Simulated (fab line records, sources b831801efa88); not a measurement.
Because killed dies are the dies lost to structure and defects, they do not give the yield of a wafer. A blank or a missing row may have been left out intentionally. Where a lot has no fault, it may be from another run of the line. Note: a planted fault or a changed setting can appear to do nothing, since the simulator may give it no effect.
What tool caused it? || flow gf180mcu || 45 wafers from 15 lots sampled at 4 of the route's 602 steps

## WHAT THE GAUGES READ, wafer by wafer
GF_M1_OVL_MEAS_15. Usual: M1_OVL 4 nm, standard deviation 5.5.
{"lot": "L758", "measured": "day 17 00:34", "on": "overlay-01", "M1_OVL (nm)": "-6 -3 -5", "flag": ""}
{"lot": "L761", "measured": "day 17 23:47", "on": "overlay-02", "M1_OVL (nm)": "11 11 6", "flag": ""}
{"lot": "L762", "measured": "day 18 16:37", "on": "overlay-02", "M1_OVL (nm)": "8 5 2", "flag": ""}
{"lot": "L764", "measured": "day 19 05:01", "on": "overlay-01", "M1_OVL (nm)": "9 9 8", "flag": ""}
{"lot": "L766", "measured": "day 20 06:02", "on": "overlay-02", "M1_OVL (nm)": "3 1 6", "flag": ""}
{"lot": "L767", "measured": "day 20 07:56", "on": "overlay-01", "M1_OVL (nm)": "0 -1 1", "flag": ""}
{"lot": "L768", "measured": "day 21 01:22", "on": "overlay-01", "M1_OVL (nm)": "10 10 9", "flag": ""}
{"lot": "L772", "measured": "day 22 05:37", "on": "overlay-01", "M1_OVL (nm)": "14 12 14", "flag": ""}
{"lot": "L773", "measured": "day 22 15:58", "on": "overlay-02", "M1_OVL (nm)": "8 4 5", "flag": ""}
{"lot": "L779", "measured": "day 24 09:44", "on": "overlay-01", "M1_OVL (nm)": "13 5 11", "flag": ""}
{"lot": "L780", "measured": "day 25 02:11", "on": "overlay-02", "M1_OVL (nm)": "2 3 5", "flag": ""}
{"lot": "L781", "measured": "day 25 06:11", "on": "overlay-02", "M1_OVL (nm)": "9 4 9", "flag": ""}

GF_V1_BOW_MEAS_05. Usual: V1_BOW 81 um, standard deviation 7.9.
{"lot": "L758", "measured": "day 17 01:49", "on": "film_metro-02", "V1_BOW (um)": "90 88 80", "flag": ""}
{"lot": "L761", "measured": "day 18 01:07", "on": "film_metro-04", "V1_BOW (um)": "70 84 86", "flag": ""}
{"lot": "L762", "measured": "day 18 18:14", "on": "film_metro-03", "V1_BOW (um)": "74 86 81", "flag": ""}
{"lot": "L764", "measured": "day 19 06:18", "on": "film_metro-03", "V1_BOW (um)": "82 73 105", "flag": ""}
{"lot": "L766", "measured": "day 20 07:18", "on": "film_metro-02", "V1_BOW (um)": "75 75 74", "flag": ""}
{"lot": "L767", "measured": "day 20 09:12", "on": "film_metro-02", "V1_BOW (um)": "80 84 94", "flag": ""}
{"lot": "L768", "measured": "day 21 02:43", "on": "film_metro-03", "V1_BOW (um)": "79 81 74", "flag": ""}
{"lot": "L772", "measured": "day 22 06:52", "on": "film_metro-02", "V1_BOW (um)": "89 84 78", "flag": ""}
{"lot": "L773", "measured": "day 22 17:16", "on": "film_metro-04", "V1_BOW (um)": "77 78 74", "flag": ""}
{"lot": "L779", "measured": "day 24 11:14", "on": "film_metro-03", "V1_BOW (um)": "87 83 94", "flag": ""}
{"lot": "L780", "measured": "day 25 03:32", "on": "film_metro-04", "V1_BOW (um)": "82 89 81", "flag": ""}
{"lot": "L781", "measured": "day 25 07:31", "on": "film_metro-02", "V1_BOW (um)": "73 76 74", "flag": ""}

## WHAT TOOL EACH LOT RAN ON (gives the tool, then ch and the chambers of the sampled wafers, and finally the start)
{"lot": "L758", "GF_VT_IMPLANT_EXPOSE_37": "iline_stepper-02 ch 0, day 7 06:25", "GF_M1_SPUTTER_00": "pvd_sputter-02, day 16 01:52"}
{"lot": "L761", "GF_VT_IMPLANT_EXPOSE_37": "iline_stepper-02 ch 0, day 7 23:41", "GF_M1_SPUTTER_00": "pvd_sputter-02, day 16 23:32"}
{"lot": "L762", "GF_VT_IMPLANT_EXPOSE_37": "iline_stepper-02 ch 0, day 8 05:23", "GF_M1_SPUTTER_00": "pvd_sputter-02, day 17 17:13"}
{"lot": "L764", "GF_VT_IMPLANT_EXPOSE_37": "iline_stepper-02 ch 0, day 8 18:56", "GF_M1_SPUTTER_00": "pvd_sputter-03, day 18 04:44"}
{"lot": "L766", "GF_VT_IMPLANT_EXPOSE_37": "iline_stepper-01 ch 0, day 9 09:33", "GF_M1_SPUTTER_00": "pvd_sputter-02, day 19 05:35"}
{"lot": "L767", "GF_VT_IMPLANT_EXPOSE_37": "iline_stepper-02 ch 0, day 9 14:33", "GF_M1_SPUTTER_00": "pvd_sputter-03, day 19 07:13"}
{"lot": "L768", "GF_VT_IMPLANT_EXPOSE_37": "iline_stepper-02 ch 0, day 9 22:41", "GF_M1_SPUTTER_00": "pvd_sputter-01, day 20 01:14"}
{"lot": "L772", "GF_VT_IMPLANT_EXPOSE_37": "iline_stepper-01 ch 0, day 11 02:19", "GF_M1_SPUTTER_00": "pvd_sputter-02, day 21 05:36"}
{"lot": "L773", "GF_VT_IMPLANT_EXPOSE_37": "iline_stepper-01 ch 0, day 11 07:25", "GF_M1_SPUTTER_00": "pvd_sputter-02, day 21 16:37"}
{"lot": "L774", "GF_VT_IMPLANT_EXPOSE_37": "iline_stepper-02, day 11 14:46", "GF_M1_SPUTTER_00": "-"}
{"lot": "L775", "GF_VT_IMPLANT_EXPOSE_37": "iline_stepper-01, day 11 22:04", "GF_M1_SPUTTER_00": "-"}
{"lot": "L776", "GF_VT_IMPLANT_EXPOSE_37": "iline_stepper-01, day 12 05:06", "GF_M1_SPUTTER_00": "-"}
{"lot": "L779", "GF_VT_IMPLANT_EXPOSE_37": "iline_stepper-02 ch 0, day 12 22:40", "GF_M1_SPUTTER_00": "pvd_sputter-02, day 23 11:44"}
{"lot": "L780", "GF_VT_IMPLANT_EXPOSE_37": "iline_stepper-01 ch 0, day 13 06:31", "GF_M1_SPUTTER_00": "pvd_sputter-01, day 24 04:04"}
{"lot": "L781", "GF_VT_IMPLANT_EXPOSE_37": "iline_stepper-01 ch 0, day 13 17:05", "GF_M1_SPUTTER_00": "pvd_sputter-03, day 24 08:22"}
- GF_VT_IMPLANT_EXPOSE_37: exposes mask Nwell HV AREA, target cd 860 nm.
- GF_M1_SPUTTER_00: material Ti, target thk 37.5 nm, time 150 s.

## AS READ BY THE TOOLS THEMSELVES (means over the sampled wafers that have a number; for cases with no such wafer, the mark the record gives instead)
GF_VT_IMPLANT_EXPOSE_37. Usual: exposure_dose_mJ_cm2 140.02, standard deviation 0.12; focus_offset_nm -0.1 nm, standard deviation 0.59.
{"lot": "L758", "tool": "iline_stepper-02", "exposure_dose_mJ_cm2": 139.86, "focus_offset_nm (nm)": -0.2, "flag": ""}
{"lot": "L761", "tool": "iline_stepper-02", "exposure_dose_mJ_cm2": 140.15, "focus_offset_nm (nm)": 0.1, "flag": ""}
{"lot": "L762", "tool": "iline_stepper-02", "exposure_dose_mJ_cm2": 140.06, "focus_offset_nm (nm)": -0.9, "flag": ""}
{"lot": "L764", "tool": "iline_stepper-02", "exposure_dose_mJ_cm2": 140.06, "focus_offset_nm (nm)": -0.7, "flag": ""}
{"lot": "L766", "tool": "iline_stepper-01", "exposure_dose_mJ_cm2": 140.07, "focus_offset_nm (nm)": 0.6, "flag": ""}
{"lot": "L767", "tool": "iline_stepper-02", "exposure_dose_mJ_cm2": 140.05, "focus_offset_nm (nm)": 0.3, "flag": ""}
{"lot": "L768", "tool": "iline_stepper-02", "exposure_dose_mJ_cm2": 139.89, "focus_offset_nm (nm)": -0.3, "flag": ""}
{"lot": "L772", "tool": "iline_stepper-01", "exposure_dose_mJ_cm2": 139.99, "focus_offset_nm (nm)": -0.1, "flag": ""}
{"lot": "L773", "tool": "iline_stepper-01", "exposure_dose_mJ_cm2": 140.00, "focus_offset_nm (nm)": 0.4, "flag": ""}
{"lot": "L774", "tool": "iline_stepper-02", "exposure_dose_mJ_cm2": "-", "focus_offset_nm (nm)": "-", "flag": "OFF"}
{"lot": "L775", "tool": "iline_stepper-01", "exposure_dose_mJ_cm2": "-", "focus_offset_nm (nm)": "-", "flag": "OFF"}
{"lot": "L776", "tool": "iline_stepper-01", "exposure_dose_mJ_cm2": "-", "focus_offset_nm (nm)": "-", "flag": "OFF"}
{"lot": "L779", "tool": "iline_stepper-02", "exposure_dose_mJ_cm2": 139.96, "focus_offset_nm (nm)": 0.2, "flag": ""}
{"lot": "L780", "tool": "iline_stepper-01", "exposure_dose_mJ_cm2": 139.99, "focus_offset_nm (nm)": 0.8, "flag": ""}
{"lot": "L781", "tool": "iline_stepper-01", "exposure_dose_mJ_cm2": 140.07, "focus_offset_nm (nm)": -0.5, "flag": ""}

GF_M1_SPUTTER_00. Usual: throttle_valve_pct 29.6 %, standard deviation 0.73.
{"lot": "L758", "tool": "pvd_sputter-02", "throttle_valve_pct (%)": 30.2, "flag": ""}
{"lot": "L761", "tool": "pvd_sputter-02", "throttle_valve_pct (%)": 29.5, "flag": ""}
{"lot": "L762", "tool": "pvd_sputter-02", "throttle_valve_pct (%)": 30.3, "flag": ""}
{"lot": "L764", "tool": "pvd_sputter-03", "throttle_valve_pct (%)": 29.3, "flag": ""}
{"lot": "L766", "tool": "pvd_sputter-02", "throttle_valve_pct (%)": 29.6, "flag": ""}
{"lot": "L767", "tool": "pvd_sputter-03", "throttle_valve_pct (%)": 28.9, "flag": ""}
{"lot": "L768", "tool": "pvd_sputter-01", "throttle_valve_pct (%)": 29.6, "flag": ""}
{"lot": "L772", "tool": "pvd_sputter-02", "throttle_valve_pct (%)": 30.0, "flag": ""}
{"lot": "L773", "tool": "pvd_sputter-02", "throttle_valve_pct (%)": 30.3, "flag": ""}
{"lot": "L779", "tool": "pvd_sputter-02", "throttle_valve_pct (%)": 30.7, "flag": ""}
{"lot": "L780", "tool": "pvd_sputter-01", "throttle_valve_pct (%)": 29.9, "flag": ""}
{"lot": "L781", "tool": "pvd_sputter-03", "throttle_valve_pct (%)": 29.4, "flag": ""}

## THE ANSWER, worked out from the rows above alone
Rule: take the mean of a lot's wafers that have a number; if it is more than 3 standard deviations from the usual mean, the lot is off. Also off: a lot with no number at a reading for which 4 or more lots have one. The other lots that the step has rows for count as sound. The gauges are gone through in route order, then the tools' own readings, and for those a lot's mean is taken as printed above. The first step at which some lot is off is used, and at that step the reading that is off furthest; a lot without a number counts as furthest.
Off: L774, L775, L776 (GF_VT_IMPLANT_EXPOSE_37, exposure_dose_mJ_cm2). Without a number there: L774, L775, L776.
If a tool, at that step or one of the process steps before it, ran each lot that is off and ran no sound lot following the first of them, it fits. Of those tried, none fits.

## WHAT THE SIMULATOR HAD PUT IN
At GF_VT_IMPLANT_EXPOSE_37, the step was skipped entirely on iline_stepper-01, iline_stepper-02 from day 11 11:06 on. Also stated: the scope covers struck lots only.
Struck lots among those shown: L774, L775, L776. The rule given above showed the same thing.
